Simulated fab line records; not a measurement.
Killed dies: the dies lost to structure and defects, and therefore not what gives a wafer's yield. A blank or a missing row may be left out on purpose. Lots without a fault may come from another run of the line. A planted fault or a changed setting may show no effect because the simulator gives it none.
Problem report in the 8D (eight disciplines) form, filled by code ; flow sky130 ; the parts of the form that need people (team, actions taken, sign-off) are left out

1. THE ISSUE
Across 12 wafers from 4 lots, LDD_N_OVL at SKY_LDD_N_OVL_MEAS_07 averages 73.3 nm, while fault-free wafers read -0.3 nm with a standard deviation of 1.2. That puts it +61 standard deviations away from the usual mean.
The first sign was on wafer L931.1 at day 20 06:41, on overlay-02. Wafers with a number at this step in the record: 36, from 12 lots. By rule, "out" or "out of limits" means more than 4 standard deviations away from the usual mean. All remaining wafers that have a number are taken as sound.

2. WHAT IT IS AND WHAT IT IS NOT
question;is;is not
which readings at this step;LDD_N_OVL;-
which lots;L931, L933, L937, L938;L928, L929, L930, L932, L942, L944, L946, L949
which wafers of those lots;all that have a number;-
read on which gauges;overlay-02;overlay-01
when;from day 20 06:41;"up to then (9 sound wafers); but 15 sound wafers of L932, L942, L944, L946, L949 came after"

3. WHAT RULES OUT EACH SUSPECT
Counting: any tool at a process step up to the reading is kept as a suspect provided that every lot that is out went through it and no sound lot did after the first of them.
- the gauge at SKY_LDD_N_OVL_MEAS_07: kept. All the wafers that are out were read on overlay-02, and no step on other tools shows them out.
- iline_stepper-02 at SKY_LDD_N_EXPOSE_04 (exposes mask NTM, target cd 840 nm): kept. It processed each lot that is out, first L931 at day 19 14:37, and no sound lot thereafter; up to then, the last sound lot it processed was L929 at day 19 01:56.
The count leaves overlay-02 at SKY_LDD_N_OVL_MEAS_07 and iline_stepper-02 at SKY_LDD_N_EXPOSE_04.

4. THE CAUSE (what the simulator had put in)
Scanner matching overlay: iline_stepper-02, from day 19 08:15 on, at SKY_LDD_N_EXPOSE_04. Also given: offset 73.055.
This tool is one of the 2 suspects left after counting.

5. SEQUENCE OF EFFECTS, ordered by route
One row per reading whose mean, taken over the struck wafers that have a number, lies over 3 standard deviations from the usual. Only readings for which the record gives a usual standard deviation are gone through. hours: the time from each lot's start at the first step in this table that gives one to its start at this step, as a median over the lots. sigmas: the change in usual standard deviations.
hours;step;reading;usual;on struck wafers;change;sigmas
0;SKY_LDD_N_OVL_MEAS_07;LDD_N_OVL;-0.3 nm;73.3;+73.6;+61
Later measuring or inspecting steps at which every struck wafer that the step has a row for has a number for every such reading, and none has moved that far: SKY_LDD_N_TW_MEAS_17.

6. WHAT WOULD HAVE CAUGHT IT SOONER
The first out-of-limits reading at a measuring or inspecting step in this record came at day 20 06:41, 22 hours after the fault's start at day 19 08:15.
Tool readings at SKY_LDD_N_EXPOSE_04 with a usual standard deviation given in the record: none out on any struck wafer, hence no alarm at a limit of 4 standard deviations on them.
Of the lots that are out (4), L933, L937, L938 began SKY_LDD_N_EXPOSE_04 on iline_stepper-02 after day 20 06:41. A hold on the tool at that time would have spared those 3.
